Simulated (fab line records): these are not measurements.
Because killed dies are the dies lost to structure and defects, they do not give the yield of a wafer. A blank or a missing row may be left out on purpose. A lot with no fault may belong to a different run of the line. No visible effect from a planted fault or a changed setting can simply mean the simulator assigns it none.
fab line records	flow sky130
[record] lots = 24	wafers = 72	last-day = 50
route steps=708 shown RES_XHIGH@360 CONTACT@429 METAL1@434 VIA1@461 CAPM@537
lots with no fault: from the same line, run without faults
start-h: hours from the record's opening day to when the first of the lot's shown wafers began	wait-h: hours elapsed since this lot's preceding step	" unchanged from the row above	L1.1+2: a single row standing in for several wafers	- either no value or no given start	* or withheld: withheld	< > ~ a bound
route shown NAME@n: NAME is a module with steps in the file, n the number in the route of the first one	usual: mean/standard deviation of fault-free wafers	same: alike in all rows	chamber/n: place in a boat	sites: the reading at each site	_std_site: their standard deviation	_edge_site: the outer-site mean with the inner-site mean subtracted	radius-mm: how far each site lies from the wafer's centre	mask NAME#n: copy n	behind: the last tool/chamber to shape the wafer	hold: reason for holding the lot/hours on hold/outcome of the hold	device: transistor that didn't switch, given as n, p or np	end of line: at the end of the route, the tests of the same wafers	a step without rows: its recipe alone	killed: at the first sort, the dies lost to defects and structure; wafer yield is something else	map: a wafer's dies, x killed, . not, _ none there
set.NAME: the run value of the setting; set.NAME@STEP: its run value at that earlier step	model.NAME: the simulator's own value behind a step, which no gauge read
a sample of lots followed through the steps of the route, with each step as a table and each wafer as a row
services: the hour from which a tool's chamber was out of use, counted from the record's first day as start-h (under 0 if before that day), plus the number of hours and why
[[steps]]
[step SKY_SD_N_RS_MEAS_18]
[recipe] thk-meas-gauge = four-point-probe
[usual] RES_XHIGH_RS = 336.3/1.3
lot.wafer	tool	chamber	start-h	wait-h	RES_XHIGH_RS[ohm/sq]
L074.1	film-metro-04	-	649.40	0.1	336.8
L074.3	"	-	"	"	336.5
L074.4	"	-	"	"	336.3
L075.1	film-metro-04	-	650.02	0.1	336.7
L075.2	"	-	"	"	336.5
L075.5	"	-	"	"	335.6
L076.1	film-metro-02	-	666.40	0.1	335.3
L076.4	"	-	"	"	336.2
L076.5	"	-	"	"	335.8
L077.1	film-metro-04	-	674.63	0.1	336.9
L077.4	"	-	"	"	336.7
L077.6	"	-	"	"	337.4
L078.2	film-metro-04	-	676.91	0.1	337.8
L078.4	"	-	"	"	338.2
L078.5	"	-	"	"	337.7
L080.3	film-metro-02	-	694.74	0.1	334.7
L080.4	"	-	"	"	334.7
L080.6	"	-	"	"	335.7
L079.2	film-metro-02	-	699.49	0.1	335.6
L079.4	"	-	"	"	335.7
L079.6	"	-	"	"	335.1
L081.3	film-metro-04	-	721.96	0.1	338.0
L081.4	"	-	"	"	339.1
L081.5	"	-	"	"	339.1
L082.3	film-metro-02	-	723.29	0.1	335.6
L082.4	"	-	"	"	335.3
L082.6	"	-	"	"	335.0
L083.1	film-metro-04	-	726.28	0.1	337.3
L083.4	"	-	"	"	337.8
L083.5	"	-	"	"	336.9
L084.2	film-metro-01	-	733.01	0.1	335.1
L084.3	"	-	"	"	334.9
L084.5	"	-	"	"	335.0
L085.1	film-metro-04	-	745.74	0.1	338.9
L085.2	"	-	"	"	337.8
L085.6	"	-	"	"	337.4
L086.2	film-metro-01	-	753.21	0.1	335.6
L086.4	"	-	"	"	335.2
L086.5	"	-	"	"	336.8
L087.3	film-metro-01	-	758.94	0.1	336.9
L087.4	"	-	"	"	335.4
L087.6	"	-	"	"	336.8
L088.2	film-metro-02	-	760.53	0.1	334.5
L088.3	"	-	"	"	333.6
L088.6	"	-	"	"	334.2
L089.2	film-metro-02	-	769.17	0.1	335.0
L089.3	"	-	"	"	335.7
L089.4	"	-	"	"	334.8
L090.1	film-metro-01	-	775.04	0.1	335.0
L090.2	"	-	"	"	336.3
L090.6	"	-	"	"	335.4
L091.1	film-metro-02	-	784.64	0.1	335.8
L091.2	"	-	"	"	336.5
L091.5	"	-	"	"	336.9
L092.1	film-metro-04	-	795.16	0.1	338.1
L092.4	"	-	"	"	337.7
L092.6	"	-	"	"	337.6
L093.1	film-metro-01	-	801.60	0.1	334.1
L093.3	"	-	"	"	335.6
L093.6	"	-	"	"	334.6
L094.2	film-metro-02	-	801.92	0.1	337.9
L094.3	"	-	"	"	338.3
L094.6	"	-	"	"	338.7
L095.4	film-metro-04	-	808.30	0.1	336.5
L095.5	"	-	"	"	336.2
L095.6	"	-	"	"	335.9
L096.3	film-metro-01	-	814.12	0.1	335.2
L096.4	"	-	"	"	336.4
L096.6	"	-	"	"	335.9
L097.2	film-metro-02	-	826.44	0.1	336.4
L097.3	"	-	"	"	336.9
L097.5	"	-	"	"	336.8
[step SKY_CONTACT_SPUTTER_23]
[recipe] material = TiN	target-thk-nm = 20	chamber-pressure-pa = 5	power-w = 4000	time-s = 80
[usual] throttle-valve-pct = 30.3/0.69
lot.wafer	tool	chamber	start-h	wait-h	throttle-valve-pct
L074.1	pvd-sputter-03	-	737.02	0.0	31.5
L074.3	"	-	"	"	30.6
L074.4	"	-	"	"	31.2
L075.1	pvd-sputter-03	-	738.20	0.0	31.0
L075.2	"	-	"	"	30.7
L075.5	"	-	"	"	31.4
L076.1	pvd-sputter-03	-	755.33	0.0	30.7
L076.4	"	-	"	"	31.3
L076.5	"	-	"	"	30.3
L077.1	pvd-sputter-04	-	761.34	0.0	30.2
L077.4	"	-	"	"	30.0
L077.6	"	-	"	"	30.0
L078.2	pvd-sputter-03	-	763.45	0.0	30.9
L078.4	"	-	"	"	30.7
L078.5	"	-	"	"	31.5
L080.3	pvd-sputter-03	-	781.32	0.0	30.3
L080.4	"	-	"	"	30.9
L080.6	"	-	"	"	30.5
L079.2	pvd-sputter-01	-	785.43	0.0	30.2
L079.4	"	-	"	"	28.4
L079.6	"	-	"	"	28.3
L081.3	pvd-sputter-04	-	807.77	0.0	29.7
L081.4	"	-	"	"	29.9
L081.5	"	-	"	"	30.3
L082.3	pvd-sputter-03	-	808.82	0.0	30.5
L082.4	"	-	"	"	31.1
L082.6	"	-	"	"	30.5
L083.1	pvd-sputter-04	-	810.45	0.0	30.1
L083.4	"	-	"	"	29.9
L083.5	"	-	"	"	29.9
L084.2	pvd-sputter-03	-	818.44	0.0	30.7
L084.3	"	-	"	"	31.5
L084.5	"	-	"	"	30.5
L085.1	pvd-sputter-01	-	830.20	0.0	30.0
L085.2	"	-	"	"	30.1
L085.6	"	-	"	"	29.9
L086.2	pvd-sputter-03	-	837.78	0.0	30.9
L086.4	"	-	"	"	31.2
L086.5	"	-	"	"	30.5
L087.3	pvd-sputter-01	-	843.26	0.0	29.9
L087.4	"	-	"	"	30.0
L087.6	"	-	"	"	29.7
L088.2	pvd-sputter-04	-	844.61	0.0	29.9
L088.3	"	-	"	"	29.9
L088.6	"	-	"	"	29.9
L089.2	pvd-sputter-03	-	852.82	0.0	31.3
L089.3	"	-	"	"	30.6
L089.4	"	-	"	"	30.5
L090.1	pvd-sputter-01	-	859.14	0.0	30.3
L090.2	"	-	"	"	29.9
L090.6	"	-	"	"	30.0
L091.1	pvd-sputter-03	-	868.08	0.0	30.9
L091.2	"	-	"	"	30.4
L091.5	"	-	"	"	31.5
L092.1	pvd-sputter-04	-	878.26	0.0	30.1
L092.4	"	-	"	"	29.9
L092.6	"	-	"	"	30.1
L093.1	pvd-sputter-04	-	884.59	0.0	29.8
L093.3	"	-	"	"	30.4
L093.6	"	-	"	"	30.1
L094.2	pvd-sputter-04	-	885.72	0.0	29.9
L094.3	"	-	"	"	30.0
L094.6	"	-	"	"	30.0
L095.4	pvd-sputter-04	-	892.12	0.0	29.7
L095.5	"	-	"	"	29.7
L095.6	"	-	"	"	29.9
L096.3	pvd-sputter-01	-	897.30	0.0	30.0
L096.4	"	-	"	"	30.1
L096.6	"	-	"	"	29.7
L097.2	pvd-sputter-01	-	908.68	0.0	29.9
L097.3	"	-	"	"	30.2
L097.5	"	-	"	"	30.2
[step SKY_METAL1_SPUTTER_00]
[recipe] material = Ti	target-thk-nm = 15	power-w = 3000	time-s = 10	chamber-pressure-pa = 0.4
[usual] throttle-valve-pct = 30.2/0.73
lot.wafer	tool	chamber	start-h	wait-h	throttle-valve-pct
L074.1	pvd-sputter-01	-	737.67	0.1	28.8
L074.3	"	-	"	"	29.5
L074.4	"	-	"	"	29.9
L075.1	pvd-sputter-02	-	738.86	0.2	29.8
L075.2	"	-	"	"	30.6
L075.5	"	-	"	"	29.5
L076.1	pvd-sputter-01	-	755.98	0.1	30.0
L076.4	"	-	"	"	28.4
L076.5	"	-	"	"	29.7
L077.1	pvd-sputter-03	-	761.99	0.1	31.4
L077.4	"	-	"	"	31.2
L077.6	"	-	"	"	30.8
L078.2	pvd-sputter-01	-	764.11	0.2	30.1
L078.4	"	-	"	"	29.6
L078.5	"	-	"	"	28.7
L080.3	pvd-sputter-02	-	781.97	0.1	30.0
L080.4	"	-	"	"	30.1
L080.6	"	-	"	"	30.1
L079.2	pvd-sputter-03	-	786.08	0.2	30.7
L079.4	"	-	"	"	30.8
L079.6	"	-	"	"	30.5
L081.3	pvd-sputter-02	-	808.42	0.1	29.8
L081.4	"	-	"	"	30.4
L081.5	"	-	"	"	29.8
L082.3	pvd-sputter-01	-	809.47	0.1	30.2
L082.4	"	-	"	"	28.4
L082.6	"	-	"	"	29.7
L083.1	pvd-sputter-02	-	811.10	0.1	30.3
L083.4	"	-	"	"	29.3
L083.5	"	-	"	"	30.7
L084.2	pvd-sputter-02	-	819.10	0.1	30.5
L084.3	"	-	"	"	29.4
L084.5	"	-	"	"	29.2
L085.1	pvd-sputter-03	-	830.85	0.1	31.5
L085.2	"	-	"	"	30.6
L085.6	"	-	"	"	31.4
L086.2	pvd-sputter-03	-	838.43	0.1	31.4
L086.4	"	-	"	"	31.1
L086.5	"	-	"	"	31.4
L087.3	pvd-sputter-03	-	843.91	0.2	31.0
L087.4	"	-	"	"	31.1
L087.6	"	-	"	"	31.2
L088.2	pvd-sputter-01	-	845.27	0.1	29.8
L088.3	"	-	"	"	30.0
L088.6	"	-	"	"	30.4
L089.2	pvd-sputter-01	-	853.47	0.2	29.9
L089.3	"	-	"	"	30.1
L089.4	"	-	"	"	28.6
L090.1	pvd-sputter-02	-	859.79	0.2	29.6
L090.2	"	-	"	"	29.3
L090.6	"	-	"	"	30.7
L091.1	pvd-sputter-01	-	868.73	0.1	29.9
L091.2	"	-	"	"	30.0
L091.5	"	-	"	"	28.4
L092.1	pvd-sputter-02	-	878.91	0.1	29.6
L092.4	"	-	"	"	30.5
L092.6	"	-	"	"	30.5
L093.1	pvd-sputter-03	-	885.24	0.2	30.5
L093.3	"	-	"	"	31.5
L093.6	"	-	"	"	31.2
L094.2	pvd-sputter-01	-	886.37	0.1	30.1
L094.3	"	-	"	"	29.9
L094.6	"	-	"	"	29.9
L095.4	pvd-sputter-03	-	892.77	0.1	31.0
L095.5	"	-	"	"	30.8
L095.6	"	-	"	"	31.3
L096.3	pvd-sputter-01	-	897.95	0.1	28.3
L096.4	"	-	"	"	29.8
L096.6	"	-	"	"	30.0
L097.2	pvd-sputter-03	-	909.33	0.1	31.2
L097.3	"	-	"	"	30.7
L097.5	"	-	"	"	31.0
[step SKY_METAL1_STRIP_20]
[recipe] chemistry = O2/N2	power-w = 1400	pressure-mtorr = 1500	platen-temp-c = withheld	o2-flow-sccm = 3000	n2-flow-sccm = 300	overash-fraction = 0.5
[usual] chamber-pressure-mTorr = 1500.2/1.4	drypump-motor-current-A = 5.7/0.71	oes-product-au = 0.343/0.005	strip-time-to-endpoint-s = 2.71/0.043
lot.wafer	tool	chamber	start-h	wait-h	chamber-pressure-mTorr	drypump-motor-current-A	oes-product-au	rf-hours-counter-h	strip-time-to-endpoint-s
L074.1	plasma-asher-04	1	765.34	0.1	1500.2	6.2	0.342	85	2.74
L074.3	"	0	"	"	1501.4	6.4	0.346	-	2.77
L074.4	"	1	"	"	1498.5	6.2	0.344	-	2.72
L075.1	plasma-asher-02	1	766.63	0.1	1502.5	4.8	0.339	2	2.77
L075.2	"	0	"	"	1501.6	6.1	0.345	2	2.67
L075.5	"	0	"	"	1500.5	6.1	0.350	-	2.76
L076.1	plasma-asher-02	1	783.25	0.1	1499.4	4.7	0.339	4	2.68
L076.4	"	0	"	"	1500.8	6.1	0.343	-	2.69
L076.5	"	1	"	"	1498.7	4.7	0.334	-	2.66
L077.1	plasma-asher-02	1	789.00	0.1	1500.7	4.7	0.348	5	2.69
L077.4	"	1	"	"	1498.8	4.8	0.350	-	2.72
L077.6	"	1	"	"	1500.4	4.7	0.332	-	2.72
L078.2	plasma-asher-02	0	790.77	0.1	1500.1	6.1	0.340	5	2.78
L078.4	"	1	"	"	1496.7	4.8	0.348	-	2.74
L078.5	"	0	"	"	1500.3	6.1	0.342	-	2.78
L080.3	plasma-asher-02	1	809.68	0.1	1497.6	4.7	0.347	-	2.75
L080.4	"	0	"	"	1503.1	6.1	0.339	-	2.77
L080.6	"	0	"	"	1499.8	6.1	0.351	-	2.75
L079.2	plasma-asher-02	1	812.73	0.1	1499.9	4.8	0.348	7	2.70
L079.4	"	1	"	"	1500.9	4.7	0.348	-	2.70
L079.6	"	0	"	"	1498.1	6.1	0.338	-	2.66
L081.3	plasma-asher-01	0	835.35	0.1	1500.0	6.5	0.340	-	2.75
L081.4	"	1	"	"	1499.6	5.1	0.341	-	2.68
L081.5	"	1	"	"	1501.5	5.1	0.343	-	2.71
L082.3	plasma-asher-04	1	836.36	0.1	1501.8	6.2	0.335	-	2.72
L082.4	"	0	"	"	1500.0	6.4	0.343	-	2.76
L082.6	"	0	"	"	1500.4	6.4	0.341	-	2.78
L083.1	plasma-asher-02	1	837.83	0.1	1500.6	4.7	0.349	9	2.63
L083.4	"	1	"	"	1499.1	4.8	0.340	-	2.63
L083.5	"	1	"	"	1498.5	4.7	0.336	-	2.60
L084.2	plasma-asher-02	1	846.80	0.1	1500.6	4.7	0.337	10	2.74
L084.3	"	1	"	"	1499.3	4.7	0.349	-	2.74
L084.5	"	1	"	"	1498.3	4.8	0.343	-	2.76
L085.1	plasma-asher-01	1	857.47	0.1	1501.4	5.1	0.353	76	2.71
L085.2	"	0	"	"	1499.8	6.5	0.345	76	2.73
L085.6	"	1	"	"	1501.9	5.1	0.337	-	2.72
L086.2	plasma-asher-04	0	864.67	0.1	1500.0	6.4	0.342	96	2.69
L086.4	"	1	"	"	1502.7	6.2	0.343	-	2.67
L086.5	"	0	"	"	1500.8	6.4	0.344	-	2.74
L087.3	plasma-asher-02	0	870.30	0.1	1499.9	6.1	0.341	-	2.67
L087.4	"	1	"	"	1498.3	4.8	0.340	-	2.61
L087.6	"	1	"	"	1499.2	4.8	0.346	-	2.70
L088.2	plasma-asher-01	1	871.80	0.1	1499.7	5.0	0.349	77	2.76
L088.3	"	0	"	"	1498.2	6.5	0.347	-	2.75
L088.6	"	0	"	"	1502.9	6.5	0.345	-	2.77
L089.2	plasma-asher-01	0	880.59	0.1	1502.0	6.5	0.345	78	2.76
L089.3	"	1	"	"	1500.0	5.0	0.347	-	2.76
L089.4	"	0	"	"	1501.9	6.5	0.343	-	2.73
L090.1	plasma-asher-04	0	886.25	0.1	1497.3	6.4	0.349	98	2.70
L090.2	"	1	"	"	1500.4	6.2	0.338	98	2.65
L090.6	"	0	"	"	1499.2	6.4	0.346	-	2.68
L091.1	plasma-asher-02	0	894.73	0.1	1497.0	6.1	0.338	14	2.68
L091.2	"	1	"	"	1501.7	4.7	0.348	14	2.71
L091.5	"	0	"	"	1498.8	6.1	0.336	-	2.68
L092.1	plasma-asher-02	0	904.50	0.1	1498.7	6.0	0.343	15	2.75
L092.4	"	0	"	"	1498.3	6.1	0.347	-	2.76
L092.6	"	1	"	"	1499.7	4.8	0.349	-	2.76
L093.1	plasma-asher-02	1	910.95	0.1	1499.7	4.8	0.333	16	2.66
L093.3	"	0	"	"	1502.3	6.1	0.341	-	2.70
L093.6	"	1	"	"	1499.8	4.8	0.352	-	2.69
L094.2	plasma-asher-01	1	912.32	0.1	1499.5	5.1	0.341	82	2.72
L094.3	"	1	"	"	1499.1	5.0	0.337	-	2.65
L094.6	"	0	"	"	1500.6	6.5	0.347	-	2.74
L095.4	plasma-asher-01	1	917.95	0.1	1501.4	5.1	0.350	-	2.79
L095.5	"	0	"	"	1502.3	6.5	0.333	-	2.65
L095.6	"	1	"	"	1498.5	5.1	0.345	-	2.77
L096.3	plasma-asher-01	1	923.50	0.1	1500.3	5.1	0.352	-	2.71
L096.4	"	0	"	"	1499.6	6.6	0.348	-	2.64
L096.6	"	1	"	"	1499.7	5.1	0.344	-	2.72
L097.2	plasma-asher-02	0	934.17	0.1	1499.7	6.1	0.354	19	2.76
L097.3	"	1	"	"	1500.9	4.8	0.340	-	2.71
L097.5	"	1	"	"	1501.5	4.8	0.347	-	2.76
[step SKY_VIA1_BOW_MEAS_03]
[recipe] mode = bow
[usual] VIA1_BOW = 81/6.9
lot.wafer	tool	chamber	start-h	wait-h	VIA1_BOW[um]
L074.1	film-metro-01	-	766.40	0.2	85
L074.3	"	-	"	"	70
L074.4	"	-	"	"	77
L075.1	film-metro-02	-	767.70	0.1	79
L075.2	"	-	"	"	87
L075.5	"	-	"	"	86
L076.1	film-metro-01	-	784.32	0.1	82
L076.4	"	-	"	"	84
L076.5	"	-	"	"	80
L077.1	film-metro-01	-	790.07	0.1	85
L077.4	"	-	"	"	86
L077.6	"	-	"	"	87
L078.2	film-metro-04	-	791.89	0.2	71
L078.4	"	-	"	"	75
L078.5	"	-	"	"	80
L080.3	film-metro-04	-	810.79	0.3	84
L080.4	"	-	"	"	88
L080.6	"	-	"	"	91
L079.2	film-metro-04	-	813.82	0.2	70
L079.4	"	-	"	"	92
L079.6	"	-	"	"	70
L081.3	film-metro-04	-	836.62	0.2	82
L081.4	"	-	"	"	84
L081.5	"	-	"	"	90
L082.3	film-metro-01	-	837.52	0.1	83
L082.4	"	-	"	"	84
L082.6	"	-	"	"	80
L083.1	film-metro-04	-	839.08	0.2	71
L083.4	"	-	"	"	69
L083.5	"	-	"	"	81
L084.2	film-metro-04	-	847.94	0.3	82
L084.3	"	-	"	"	76
L084.5	"	-	"	"	80
L085.1	film-metro-04	-	858.61	0.3	79
L085.2	"	-	"	"	89
L085.6	"	-	"	"	71
L086.2	film-metro-02	-	865.81	0.2	81
L086.4	"	-	"	"	82
L086.5	"	-	"	"	87
L087.3	film-metro-01	-	871.48	0.2	86
L087.4	"	-	"	"	82
L087.6	"	-	"	"	79
L088.2	film-metro-02	-	872.96	0.2	79
L088.3	"	-	"	"	78
L088.6	"	-	"	"	76
L089.2	film-metro-01	-	881.71	0.3	76
L089.3	"	-	"	"	87
L089.4	"	-	"	"	87
L090.1	film-metro-04	-	887.72	0.1	87
L090.2	"	-	"	"	82
L090.6	"	-	"	"	89
L091.1	film-metro-04	-	895.80	0.2	83
L091.2	"	-	"	"	85
L091.5	"	-	"	"	78
L092.1	film-metro-01	-	905.57	0.1	80
L092.4	"	-	"	"	77
L092.6	"	-	"	"	72
L093.1	film-metro-04	-	912.09	0.2	70
L093.3	"	-	"	"	76
L093.6	"	-	"	"	75
L094.2	film-metro-02	-	913.83	0.2	80
L094.3	"	-	"	"	90
L094.6	"	-	"	"	89
L095.4	film-metro-04	-	919.07	0.2	79
L095.5	"	-	"	"	94
L095.6	"	-	"	"	96
L096.3	film-metro-01	-	924.68	0.1	71
L096.4	"	-	"	"	79
L096.6	"	-	"	"	82
L097.2	film-metro-02	-	935.53	0.2	87
L097.3	"	-	"	"	76
L097.5	"	-	"	"	80
[step SKY_CAPM_CVD_00]
[recipe] material = SiO2	target-thk-nm = 15.5	temp-c = 400	time-s = withheld	rf-w = 450
[usual] heater-power-w = 697/100
lot.wafer	tool	chamber	start-h	wait-h	heater-power-w
L074.1	pecvd-04	0	851.72	0.0	740
L074.3	"	2	"	"	633
L074.4	"	1	"	"	515
L075.1	pecvd-03	0	852.70	0.0	686
L075.2	"	1	"	"	979
L075.5	"	1	"	"	947
L076.1	pecvd-02	2	867.61	0.0	698
L076.4	"	2	"	"	727
L076.5	"	0	"	"	646
L077.1	pecvd-03	1	874.89	0.0	943
L077.4	"	0	"	"	644
L077.6	"	2	"	"	628
L078.2	pecvd-02	1	875.83	0.0	723
L078.4	"	1	"	"	744
L078.5	"	0	"	"	664
L080.3	pecvd-04	2	894.64	0.0	695
L080.4	"	1	"	"	534
L080.6	"	2	"	"	707
L079.2	pecvd-03	1	897.48	0.0	975
L079.4	"	1	"	"	961
L079.6	"	0	"	"	624
L081.3	pecvd-02	0	919.93	0.0	673
L081.4	"	1	"	"	701
L081.5	"	0	"	"	655
L082.3	pecvd-03	0	920.24	0.0	659
L082.4	"	0	"	"	675
L082.6	"	2	"	"	671
L083.1	pecvd-02	0	920.79	0.0	665
L083.4	"	2	"	"	675
L083.5	"	0	"	"	649
L084.2	pecvd-03	2	930.03	0.0	656
L084.3	"	0	"	"	677
L084.5	"	1	"	"	930
L085.1	pecvd-04	0	939.52	0.0	879
L085.2	"	1	"	"	503
L085.6	"	2	"	"	644
L086.2	pecvd-02	1	947.58	0.0	731
L086.4	"	0	"	"	666
L086.5	"	2	"	"	733
L087.3	pecvd-04	2	951.66	0.0	630
L087.4	"	2	"	"	617
L087.6	"	0	"	"	774
L088.2	pecvd-02	0	952.59	0.0	641
L088.3	"	2	"	"	649
L088.6	"	1	"	"	706
L089.2	pecvd-03	0	960.15	0.0	684
L089.3	"	1	"	"	955
L089.4	"	2	"	"	624
L090.1	pecvd-02	0	967.74	0.0	675
L090.2	"	1	"	"	650
L090.6	"	2	"	"	672
L091.1	pecvd-02	1	973.64	0.0	713
L091.2	"	0	"	"	655
L091.5	"	1	"	"	722
L092.1	pecvd-02	0	983.40	0.0	677
L092.4	"	2	"	"	681
L092.6	"	0	"	"	647
L093.1	pecvd-02	1	989.27	0.0	717
L093.3	"	0	"	"	596
L093.6	"	0	"	"	608
L094.2	pecvd-04	2	991.58	0.0	619
L094.3	"	1	"	"	609
L094.6	"	0	"	"	849
L095.4	pecvd-02	0	994.85	0.0	662
L095.5	"	2	"	"	738
L095.6	"	1	"	"	624
L096.3	pecvd-02	0	1001.87	0.0	611
L096.4	"	1	"	"	742
L096.6	"	0	"	"	603
L097.2	pecvd-02	1	1012.44	0.0	641
L097.3	"	0	"	"	652
L097.5	"	1	"	"	637
[[services]]
tool	chamber	start-h	hours	kind
pvd-sputter-02	-	724.21	8.7	repair
plasma-asher-02	-	733.75	9.0	pm
plasma-asher-04	-	756.21	0.7	repair
pecvd-02	-	769.21	2.8	pm
plasma-asher-04	-	774.22	2.0	repair
plasma-asher-04	-	779.55	1.2	repair
pvd-sputter-03	0	829.07	-	consumable-replace:kit
pvd-sputter-02	-	840.85	7.5	repair
plasma-asher-02	-	851.91	14.6	pm
pvd-sputter-01	-	866.47	1.9	repair
pvd-sputter-01	-	870.52	12.4	repair
pecvd-04	-	873.94	4.3	pm
plasma-asher-01	-	876.24	2.8	pm
pecvd-04	-	879.35	1.1	repair
pecvd-03	0	879.66	10.2	repair
plasma-asher-01	-	905.24	1.4	repair
pecvd-02	1	916.20	1.7	repair
pvd-sputter-02	-	928.40	1.7	repair
pecvd-02	-	938.20	1.3	repair
pecvd-02	-	960.65	1.0	repair
plasma-asher-04	-	970.43	4.3	repair
pecvd-03	1	971.33	3.1	repair
pvd-sputter-03	-	985.08	0.5	repair
plasma-asher-04	-	1009.51	4.9	repair
[[key]]
fault none
